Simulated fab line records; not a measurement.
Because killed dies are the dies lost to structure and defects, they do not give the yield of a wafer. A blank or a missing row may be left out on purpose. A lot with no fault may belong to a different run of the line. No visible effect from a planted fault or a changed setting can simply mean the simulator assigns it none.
fab line records    flow sky130    part 1 of 2: steps 1 to 23 of 31
record lots=5  wafers=15  lastDay=52
route steps=708 shown NWELL@64 PWDE@84 VT_ADJUST_HVTP@85
lots with no fault: from the same line, run without faults
startH: start of the lot's first displayed wafer, in hours after the record's first day    waitH: hours elapsed since this lot's preceding step    " identical to the entry in the row above    L1.1+2: several wafers, shown together as one row    - either no value or no given start    * or withheld: withheld    < > ~ a bound
route shown NAME@n: NAME is a module with steps in the file, n the number in the route of the first one    usual: the fault-free wafers' mean and standard deviation    same: alike in all rows    chamber/n: place in a boat    sites: readings site by site    _std_site: how widely they spread, as a standard deviation    _edge_site: inner sites' mean taken away from outer sites' mean    radiusMm: for every site, how far away it sits from the centre of the wafer    mask NAME#n: copy n    behind: tool/chamber where the wafer was last shaped    hold: what put the lot on hold/how long, in hours/how the hold closed    device: names the non-switching transistor (n, p or np)    end of line: the route-end tests of the same wafers    where a step has no rows: the recipe by itself    killed: dies lost to structure and defects at the first sort, not the wafer's yield    map: shows each die of a wafer: x if killed, . if not, _ if none is there
set.NAME: the setting that was run; set.NAME@STEP: the one run at that earlier step    model.NAME: the simulator's own value behind a step, which no gauge read
a table for each step, a row for each wafer; lots at some steps of the route
services: the hour from which a tool's chamber was out of use, counted from the record's first day as startH (under 0 if before that day), plus the number of hours and why
## steps
# step SKY_NWELL_IMPLANT_11
# recipe species=P  energyKev=400  doseCm2=1.9e+13  tiltDeg=withheld
# usual doseIonsCm2=1.9001e+13/2e+10
lot.wafer  tool          chamber  startH  waitH  doseIonsCm2
L085.3     implanter-02  0        141.65  0.1    1.8987e+13
L085.5     "             0        "       "      1.9009e+13
L085.6     "             0        "       "      1.8996e+13
L088.2     implanter-04  0        153.80  0.0    1.9006e+13
L088.3     "             0        "       "      1.9002e+13
L088.5     "             0        "       "      1.8989e+13
L089.3     implanter-01  0        158.37  0.1    1.9023e+13
L089.4     "             0        "       "      1.9037e+13
L089.6     "             0        "       "      1.9008e+13
L091.2     implanter-01  0        164.60  0.0    1.9e+13
L091.4     "             0        "       "      1.9005e+13
L091.5     "             0        "       "      1.9022e+13
L097.1     implanter-01  0        294.77  0.4    1.9005e+13
L097.4     "             0        "       "      1.8999e+13
L097.6     "             0        "       "      1.9028e+13
# step SKY_NWELL_IMPLANT_12
# recipe species=P  energyKev=120  doseCm2=1.3e+12  tiltDeg=withheld
# usual doseIonsCm2=1.2999e+12/1.5e+09
lot.wafer  tool          chamber  startH  waitH  doseIonsCm2
L085.3     implanter-02  0        141.80  0.1    1.2999e+12
L085.5     "             0        "       "      1.2996e+12
L085.6     "             0        "       "      1.3002e+12
L088.2     implanter-04  0        153.95  0.1    1.2987e+12
L088.3     "             0        "       "      1.3003e+12
L088.5     "             0        "       "      1.3005e+12
L089.3     implanter-01  0        158.52  0.1    1.3002e+12
L089.4     "             0        "       "      1.3014e+12
L089.6     "             0        "       "      1.2987e+12
L091.2     implanter-01  0        164.75  0.1    1.2989e+12
L091.4     "             0        "       "      1.2978e+12
L091.5     "             0        "       "      1.2968e+12
L097.1     implanter-01  0        294.92  0.1    1.2989e+12
L097.4     "             0        "       "      1.3018e+12
L097.6     "             0        "       "      1.2977e+12
# step SKY_NWELL_IMPLANT_13
# recipe species=P  energyKev=50  doseCm2=7e+11  tiltDeg=withheld
# usual doseIonsCm2=7e+11/7.2e+08
lot.wafer  tool          chamber  startH  waitH  doseIonsCm2
L085.3     implanter-02  0        141.95  0.1    6.987e+11
L085.5     "             0        "       "      7e+11
L085.6     "             0        "       "      6.997e+11
L088.2     implanter-04  0        154.10  0.1    7.004e+11
L088.3     "             0        "       "      7.003e+11
L088.5     "             0        "       "      7.004e+11
L089.3     implanter-01  0        158.67  0.1    6.997e+11
L089.4     "             0        "       "      7.007e+11
L089.6     "             0        "       "      6.999e+11
L091.2     implanter-01  0        164.90  0.1    6.999e+11
L091.4     "             0        "       "      6.997e+11
L091.5     "             0        "       "      6.989e+11
L097.1     implanter-01  0        295.07  0.1    6.994e+11
L097.4     "             0        "       "      6.986e+11
L097.6     "             0        "       "      6.987e+11
# step SKY_NWELL_STRIP_14
# recipe chemistry=O2/N2  powerW=1400  pressureMtorr=1500  platenTempC=withheld  o2FlowSccm=3000  n2FlowSccm=300  overashFraction=0.5
# usual drypumpMotorCurrentA=5.83/0.25  oesProductAu=0.722/0.0043  stripTimeToEndpointS=36.87/0.096
# same overashFraction=0.5
lot.wafer  tool            chamber  startH  waitH  drypumpMotorCurrentA  oesProductAu  rfHoursCounterH  stripTimeToEndpointS
L085.3     plasmaAsher-01  0        142.08  0.1    5.24                  0.720         -                36.82
L085.5     "               0        "       "      5.24                  0.720         -                36.77
L085.6     "               1        "       "      6.05                  0.724         -                36.80
L088.2     plasmaAsher-02  1        154.22  0.1    5.98                  0.720         46               36.87
L088.3     "               1        "       "      5.98                  0.720         -                36.88
L088.5     "               1        "       "      5.97                  0.724         -                36.86
L089.3     plasmaAsher-02  0        158.81  0.1    5.98                  0.721         -                36.84
L089.4     "               1        "       "      5.99                  0.719         -                36.78
L089.6     "               1        "       "      6.01                  0.729         -                36.94
L091.2     plasmaAsher-02  0        165.02  0.1    5.93                  0.722         48               36.98
L091.4     "               0        "       "      5.96                  0.723         -                36.95
L091.5     "               1        "       "      5.98                  0.722         -                36.96
L097.1     plasmaAsher-04  1        295.22  0.1    5.90                  0.729         61               36.74
L097.4     "               1        "       "      5.90                  0.718         -                36.80
L097.6     "               1        "       "      5.91                  0.719         -                36.79
# step SKY_NWELL_TW_MEAS_15
# usual NWELL_TW=1815/15
lot.wafer  tool          chamber  startH  waitH  NWELL_TW
L085.3     filmMetro-03  -        142.17  0.1    1841
L085.5     "             -        "       "      1831
L085.6     "             -        "       "      1830
L088.2     filmMetro-01  -        154.33  0.1    1797
L088.3     "             -        "       "      1806
L088.5     "             -        "       "      1798
L089.3     filmMetro-02  -        158.89  0.1    1812
L089.4     "             -        "       "      1802
L089.6     "             -        "       "      1800
L091.2     filmMetro-03  -        165.13  0.1    1833
L091.4     "             -        "       "      1837
L091.5     "             -        "       "      1825
L097.1     filmMetro-03  -        295.32  0.1    1831
L097.4     "             -        "       "      1847
L097.6     "             -        "       "      1831
# step SKY_NWELL_DEHYDRATE_16
# recipe tempC=200  timeS=60
# usual exhaustPa=44.8/0.98  resistLineTempC=23.00/0.095
lot.wafer  tool           chamber  startH  waitH  exhaustPa  resistLineTempC
L085.3     lithoTrack-01  0        148.21  6.0    44.3       23.00
L085.5     "              0        "       "      43.8       22.97
L085.6     "              0        "       "      44.3       22.86
L088.2     lithoTrack-03  0        160.11  5.8    45.5       22.89
L088.3     "              0        "       "      44.1       23.11
L088.5     "              0        "       "      45.0       23.05
L089.3     lithoTrack-01  0        164.06  5.2    46.7       22.96
L089.4     "              0        "       "      46.1       22.89
L089.6     "              0        "       "      45.7       23.10
L091.2     lithoTrack-02  0        170.66  5.5    45.1       22.95
L091.4     "              0        "       "      42.9       22.91
L091.5     "              0        "       "      44.5       22.96
L097.1     lithoTrack-03  0        306.19  10.9   44.1       23.10
L097.4     "              0        "       "      45.3       23.02
L097.6     "              0        "       "      44.2       23.06
# step SKY_NWELL_HMDS_17
# recipe primeTimeS=60  primeTempC=120
# usual exhaustPa=44.9/0.86  resistLineTempC=22.98/0.11
lot.wafer  tool           chamber  startH  waitH  exhaustPa  resistLineTempC
L085.3     lithoTrack-01  0        148.36  0.1    45.0       23.06
L085.5     "              0        "       "      44.0       22.93
L085.6     "              0        "       "      44.9       22.93
L088.2     lithoTrack-03  0        160.26  0.1    45.3       23.01
L088.3     "              0        "       "      43.7       23.02
L088.5     "              0        "       "      44.7       22.91
L089.3     lithoTrack-01  0        164.21  0.1    45.2       22.99
L089.4     "              0        "       "      46.7       22.94
L089.6     "              0        "       "      46.0       22.74
L091.2     lithoTrack-02  0        170.81  0.1    45.9       23.18
L091.4     "              0        "       "      45.2       23.00
L091.5     "              0        "       "      45.3       22.97
L097.1     lithoTrack-03  0        306.34  0.1    43.8       23.07
L097.4     "              0        "       "      43.3       22.85
L097.6     "              0        "       "      44.7       22.94
# step SKY_NWELL_COAT_18
# recipe spinRpm=2000  resistThkNm=3000
# usual exhaustPa=45.3/0.87  resistLineTempC=23.00/0.11
lot.wafer  tool           chamber  startH  waitH  exhaustPa  resistLineTempC
L085.3     lithoTrack-01  0        148.51  0.1    45.0       22.93
L085.5     "              0        "       "      45.8       22.89
L085.6     "              0        "       "      46.5       22.99
L088.2     lithoTrack-03  0        160.41  0.1    43.8       23.00
L088.3     "              0        "       "      44.6       23.06
L088.5     "              0        "       "      43.8       23.13
L089.3     lithoTrack-01  0        164.36  0.1    46.7       23.02
L089.4     "              0        "       "      45.6       23.00
L089.6     "              0        "       "      45.9       22.90
L091.2     lithoTrack-02  0        170.96  0.1    45.3       22.77
L091.4     "              0        "       "      46.7       22.77
L091.5     "              0        "       "      45.8       22.83
L097.1     lithoTrack-03  0        306.49  0.1    46.5       23.17
L097.4     "              0        "       "      46.8       23.24
L097.6     "              0        "       "      45.6       23.33
# step SKY_NWELL_SOFTBAKE_19
# recipe tempC=110  timeS=withheld
# usual exhaustPa=45.1/0.95  resistLineTempC=22.99/0.1
lot.wafer  tool           chamber  startH  waitH  exhaustPa  resistLineTempC
L085.3     lithoTrack-01  0        148.68  0.1    43.4       22.95
L085.5     "              0        "       "      45.1       22.95
L085.6     "              0        "       "      44.1       22.89
L088.2     lithoTrack-03  0        160.57  0.1    46.8       23.01
L088.3     "              0        "       "      45.8       22.95
L088.5     "              0        "       "      47.6       22.94
L089.3     lithoTrack-01  0        164.53  0.1    44.7       22.84
L089.4     "              0        "       "      43.9       22.93
L089.6     "              0        "       "      44.7       22.89
L091.2     lithoTrack-02  0        171.12  0.1    44.1       23.10
L091.4     "              0        "       "      45.4       23.15
L091.5     "              0        "       "      44.6       22.92
L097.1     lithoTrack-03  0        306.64  0.1    44.0       23.01
L097.4     "              0        "       "      45.8       22.92
L097.6     "              0        "       "      45.0       23.00
# step SKY_NWELL_EXPOSE_20
# recipe maskId=NWM_COMPLEMENT  na=0.6  sourceShape=conventional  sigmaOuter=0.6  polarization=unpolarized  targetCdNm=840  doseMj=260
# usual stageVelMmS=500.03/0.23
lot.wafer  tool             chamber  startH  waitH  mask              stageVelMmS
L085.3     ilineStepper-02  0        -       -      NWM_COMPLEMENT#0  500.21
L085.5     "                0        "       "      NWM_COMPLEMENT#0  500.23
L085.6     "                0        "       "      NWM_COMPLEMENT#0  500.09
L088.2     ilineStepper-02  0        -       -      NWM_COMPLEMENT#0  500.20
L088.3     "                0        "       "      NWM_COMPLEMENT#0  500.15
L088.5     "                0        "       "      NWM_COMPLEMENT#0  499.95
L089.3     ilineStepper-02  0        -       -      NWM_COMPLEMENT#0  500.14
L089.4     "                0        "       "      NWM_COMPLEMENT#0  500.67
L089.6     "                0        "       "      NWM_COMPLEMENT#0  500.17
L091.2     ilineStepper-01  0        -       -      NWM_COMPLEMENT#0  500.17
L091.4     "                0        "       "      NWM_COMPLEMENT#0  499.75
L091.5     "                0        "       "      NWM_COMPLEMENT#0  499.93
L097.1     ilineStepper-02  0        -       -      NWM_COMPLEMENT#0  500.09
L097.4     "                0        "       "      NWM_COMPLEMENT#0  499.65
L097.6     "                0        "       "      NWM_COMPLEMENT#0  499.92
# step SKY_NWELL_PEB_21
# recipe tempC=115  timeS=withheld
# usual exhaustPa=45.0/0.97  resistLineTempC=22.99/0.1
lot.wafer  tool           chamber  startH  waitH  exhaustPa  resistLineTempC
L085.3     lithoTrack-01  0        -       -      45.6       22.86
L085.5     "              0        "       "      45.0       22.86
L085.6     "              0        "       "      43.0       22.84
L088.2     lithoTrack-02  0        -       -      43.8       23.08
L088.3     "              0        "       "      44.5       23.02
L088.5     "              0        "       "      44.3       23.11
L089.3     lithoTrack-03  0        -       -      45.5       22.97
L089.4     "              0        "       "      44.6       22.97
L089.6     "              0        "       "      45.3       22.91
L091.2     lithoTrack-01  0        -       -      44.8       22.88
L091.4     "              0        "       "      43.9       23.04
L091.5     "              0        "       "      43.5       22.89
L097.1     lithoTrack-02  0        -       -      44.3       22.81
L097.4     "              0        "       "      46.4       22.96
L097.6     "              0        "       "      47.0       22.91
# step SKY_NWELL_DEVELOP_22
# recipe wallAngleDeg=90  developer=TMAH  developTimeS=60  devTempC=23
# usual exhaustPa=45.0/0.81  resistLineTempC=23.02/0.1
lot.wafer  tool           chamber  startH  waitH  exhaustPa  resistLineTempC
L085.3     lithoTrack-01  0        -       -      44.1       23.04
L085.5     "              0        "       "      45.8       22.94
L085.6     "              0        "       "      45.0       23.01
L088.2     lithoTrack-02  0        -       -      45.6       23.17
L088.3     "              0        "       "      45.3       22.99
L088.5     "              0        "       "      45.6       22.77
L089.3     lithoTrack-03  0        -       -      45.7       23.17
L089.4     "              0        "       "      45.8       23.02
L089.6     "              0        "       "      44.9       23.04
L091.2     lithoTrack-01  0        -       -      45.5       23.06
L091.4     "              0        "       "      43.0       23.02
L091.5     "              0        "       "      45.2       22.99
L097.1     lithoTrack-02  0        -       -      44.2       22.84
L097.4     "              0        "       "      45.4       22.85
L097.6     "              0        "       "      44.6       22.89
# step SKY_NWELL_OVL_MEAS_23
# usual NWELL_01_OVL=-1.1/1.5
lot.wafer  tool        chamber  startH  waitH  NWELL_01_OVL[nm]
L085.3     overlay-02  -        155.93  -      -5.2
L085.5     "           -        "       "      -4.1
L085.6     "           -        "       "      -4.1
L088.2     overlay-02  -        166.54  -      -1.4
L088.3     "           -        "       "      -1.4
L088.5     "           -        "       "      -2.7
L089.3     overlay-01  -        170.65  -      -0.4
L089.4     "           -        "       "      -2.0
L089.6     "           -        "       "      -3.0
L091.2     overlay-01  -        176.57  -      -0.3
L091.4     "           -        "       "      0.9
L091.5     "           -        "       "      -0.4
L097.1     overlay-01  -        319.34  -      -3.0
L097.4     "           -        "       "      -1.8
L097.6     "           -        "       "      -2.4
# step SKY_NWELL_IMPLANT_24
# recipe species=B  energyKev=140  doseCm2=9.2e+12  tiltDeg=withheld
# usual doseIonsCm2=9.199e+12/1e+10
lot.wafer  tool          chamber  startH  waitH  doseIonsCm2
L085.3     implanter-01  0        156.00  0.1    9.198e+12
L085.5     "             0        "       "      9.216e+12
L085.6     "             0        "       "      9.19e+12
L088.2     implanter-01  0        166.60  0.0    9.206e+12
L088.3     "             0        "       "      9.203e+12
L088.5     "             0        "       "      9.213e+12
L089.3     implanter-04  0        170.72  0.1    9.185e+12
L089.4     "             0        "       "      9.198e+12
L089.6     "             0        "       "      9.195e+12
L091.2     implanter-04  0        176.62  0.0    9.198e+12
L091.4     "             0        "       "      9.201e+12
L091.5     "             0        "       "      9.188e+12
L097.1     implanter-01  0        319.37  0.0    9.19e+12
L097.4     "             0        "       "      9.2e+12
L097.6     "             0        "       "      9.195e+12
# step SKY_NWELL_STRIP_25
# recipe chemistry=O2/N2  powerW=1400  pressureMtorr=1500  platenTempC=withheld  o2FlowSccm=3000  n2FlowSccm=300  overashFraction=0.5
# usual drypumpMotorCurrentA=5.79/0.3  oesProductAu=0.723/0.004  stripTimeToEndpointS=36.93/0.077
# same overashFraction=0.5
lot.wafer  tool            chamber  startH  waitH  drypumpMotorCurrentA  oesProductAu  rfHoursCounterH  stripTimeToEndpointS
L085.3     plasmaAsher-02  0        156.13  0.1    5.97                  0.723         -                36.99
L085.5     "               0        "       "      5.96                  0.722         -                36.89
L085.6     "               1        "       "      5.94                  0.720         -                37.01
L088.2     plasmaAsher-04  1        166.72  0.1    5.85                  0.724         50               36.91
L088.3     "               1        "       "      5.85                  0.725         -                37.02
L088.5     "               0        "       "      5.55                  0.719         -                36.99
L089.3     plasmaAsher-01  0        170.86  0.1    5.23                  0.718         -                36.96
L089.4     "               1        "       "      6.07                  0.728         -                37.01
L089.6     "               1        "       "      6.07                  0.730         -                37.06
L091.2     plasmaAsher-02  0        176.75  0.1    5.97                  0.725         49               37.06
L091.4     "               0        "       "      5.97                  0.718         -                37.00
L091.5     "               0        "       "      5.97                  0.724         -                36.97
L097.1     plasmaAsher-04  1        319.52  0.1    5.91                  0.726         64               36.77
L097.4     "               1        "       "      5.90                  0.728         -                36.85
L097.6     "               1        "       "      5.91                  0.723         -                36.87
# step SKY_NWELL_TW_MEAS_26
# usual NWELL_2_TW=494/3.8
lot.wafer  tool          chamber  startH  waitH  NWELL_2_TW
L085.3     filmMetro-02  -        156.22  0.1    494
L085.5     "             -        "       "      494
L085.6     "             -        "       "      488
L088.2     filmMetro-01  -        166.83  0.1    490
L088.3     "             -        "       "      493
L088.5     "             -        "       "      490
L089.3     filmMetro-02  -        170.94  0.1    493
L089.4     "             -        "       "      491
L089.6     "             -        "       "      491
L091.2     filmMetro-03  -        176.86  0.1    502
L091.4     "             -        "       "      503
L091.5     "             -        "       "      502
L097.1     filmMetro-01  -        319.62  0.1    493
L097.4     "             -        "       "      492
L097.6     "             -        "       "      490
# step SKY_NWELL_CLEAN_27
# recipe chemistry=SC1/SC2  mix=1:4:20  tempC=70  timeS=150  dry=n2Spin
lot.wafer   tool         chamber  startH  waitH
L085.3+5+6  wetBench-02  1        156.26  0.0
L088.2+3+5  wetBench-02  0        166.88  0.0
L089.3+4+6  wetBench-03  3        170.98  0.0
L091.2+4+5  wetBench-02  2        176.91  0.0
L097.1+4+6  wetBench-04  0        319.68  0.1
# step SKY_NWELL_RTA_28
# recipe tempC=1050  timeS=30  idleTempC=650  rampUpCPerS=150  rampDownCPerS=90  ambient=N2
# usual lampPowerPct=25.31/0.056  wafer_temp_C_max=1054.9/0.86
lot.wafer  tool          chamber  startH  waitH  lampPowerPct  wafer_temp_C_max
L085.3     rtpAnneal-01  0        156.34  0.0    25.24         1054.3
L085.5     "             0        "       "      25.28         1054.4
L085.6     "             0        "       "      25.35         1054.7
L088.2     rtpAnneal-01  0        166.95  0.0    25.35         1053.8
L088.3     "             0        "       "      25.33         1054.7
L088.5     "             0        "       "      25.29         1055.2
L089.3     rtpAnneal-02  0        171.07  0.0    25.37         1057.1
L089.4     "             0        "       "      25.24         1054.9
L089.6     "             0        "       "      25.31         1055.3
L091.2     rtpAnneal-02  0        176.98  0.0    25.44         1055.3
L091.4     "             0        "       "      25.34         1054.3
L091.5     "             0        "       "      25.30         1054.1
L097.1     rtpAnneal-02  0        319.74  0.0    25.21         1058.3
L097.4     "             0        "       "      25.32         1054.9
L097.6     "             0        "       "      25.32         1055.4
# step SKY_NWELL_RS_MEAS_29
# recipe thkMeasGauge=four-point-probe
# usual NWELL_RS=623.5/1.6
lot.wafer  tool          chamber  startH  waitH  NWELL_RS[ohm/sq]
L085.3     filmMetro-03  -        156.45  0.1    623.6
L085.5     "             -        "       "      626.0
L085.6     "             -        "       "      626.1
L088.2     filmMetro-02  -        167.05  0.1    623.1
L088.3     "             -        "       "      623.3
L088.5     "             -        "       "      621.9
L089.3     filmMetro-02  -        171.17  0.1    624.2
L089.4     "             -        "       "      623.7
L089.6     "             -        "       "      622.6
L091.2     filmMetro-02  -        177.08  0.1    626.2
L091.4     "             -        "       "      624.5
L091.5     "             -        "       "      626.3
L097.1     filmMetro-03  -        319.84  0.1    623.3
L097.4     "             -        "       "      623.6
L097.6     "             -        "       "      623.6
# step SKY_NWELL_RS_MEAS_31
# recipe thkMeasGauge=four-point-probe
# usual PWDE_RS=5269/17
lot.wafer  tool          chamber  startH  waitH  PWDE_RS[ohm/sq]
L085.3     filmMetro-03  -        156.69  0.1    5278
L085.5     "             -        "       "      5284
L085.6     "             -        "       "      5278
L088.2     filmMetro-02  -        167.29  0.1    5285
L088.3     "             -        "       "      5268
L088.5     "             -        "       "      5255
L089.3     filmMetro-02  -        171.41  0.1    5247
L089.4     "             -        "       "      5257
L089.6     "             -        "       "      5257
L091.2     filmMetro-02  -        177.32  0.1    5261
L091.4     "             -        "       "      5262
L091.5     "             -        "       "      5273
L097.1     filmMetro-03  -        320.08  0.1    5259
L097.4     "             -        "       "      5277
L097.6     "             -        "       "      5266
# step SKY_VT_ADJUST_HVTP_DEHYDRATE_00
# recipe tempC=200  timeS=60
# usual exhaustPa=44.9/0.83  resistLineTempC=23.00/0.092
lot.wafer  tool           chamber  startH  waitH  exhaustPa  resistLineTempC
L085.3     lithoTrack-04  0        162.11  5.4    43.9       23.00
L085.5     "              0        "       "      44.1       23.00
L085.6     "              0        "       "      44.0       22.85
L088.2     lithoTrack-02  0        172.76  5.4    44.4       23.07
L088.3     "              0        "       "      43.7       22.97
L088.5     "              0        "       "      44.5       23.14
L089.3     lithoTrack-02  0        175.94  4.5    46.3       22.92
L089.4     "              0        "       "      46.2       22.89
L089.6     "              0        "       "      45.2       22.97
L091.2     lithoTrack-04  0        182.13  4.8    45.7       23.03
L091.4     "              0        "       "      45.7       23.12
L091.5     "              0        "       "      44.5       22.97
L097.1     lithoTrack-04  0        331.86  11.8   44.8       22.99
L097.4     "              0        "       "      45.7       23.07
L097.6     "              0        "       "      44.5       23.07
# step SKY_VT_ADJUST_HVTP_HMDS_01
# recipe primeTimeS=60  primeTempC=120
# usual exhaustPa=45.0/0.85  resistLineTempC=23.00/0.092
lot.wafer  tool           chamber  startH  waitH  exhaustPa  resistLineTempC
L085.3     lithoTrack-04  0        162.26  0.1    45.7       22.94
L085.5     "              0        "       "      45.0       22.98
L085.6     "              0        "       "      46.0       22.95
L088.2     lithoTrack-02  0        172.91  0.1    44.0       22.92
L088.3     "              0        "       "      45.6       23.05
L088.5     "              0        "       "      45.5       23.11
L089.3     lithoTrack-02  0        176.09  0.1    44.9       23.10
L089.4     "              0        "       "      46.4       23.03
L089.6     "              0        "       "      46.3       23.02
L091.2     lithoTrack-04  0        182.28  0.1    44.3       23.05
L091.4     "              0        "       "      44.2       23.02
L091.5     "              0        "       "      44.9       23.04
L097.1     lithoTrack-04  0        332.01  0.1    45.2       23.07
L097.4     "              0        "       "      44.4       23.04
L097.6     "              0        "       "      44.0       22.97
# step SKY_VT_ADJUST_HVTP_COAT_02
# recipe resist=NOVOLAK  spinRpm=3000  resistThkNm=1140
# usual exhaustPa=44.9/0.94  resistLineTempC=23.01/0.1
lot.wafer  tool           chamber  startH  waitH  exhaustPa  resistLineTempC
L085.3     lithoTrack-04  0        162.41  0.1    44.3       23.02
L085.5     "              0        "       "      45.4       23.03
L085.6     "              0        "       "      45.1       22.98
L088.2     lithoTrack-02  0        173.06  0.1    45.9       23.11
L088.3     "              0        "       "      45.3       23.11
L088.5     "              0        "       "      43.3       23.14
L089.3     lithoTrack-02  0        176.24  0.1    44.8       23.01
L089.4     "              0        "       "      45.3       23.12
L089.6     "              0        "       "      44.4       23.01
L091.2     lithoTrack-04  0        182.43  0.1    44.8       22.93
L091.4     "              0        "       "      44.1       23.11
L091.5     "              0        "       "      44.6       22.91
L097.1     lithoTrack-04  0        332.16  0.1    44.8       23.10
L097.4     "              0        "       "      45.1       23.10
L097.6     "              0        "       "      45.0       23.05
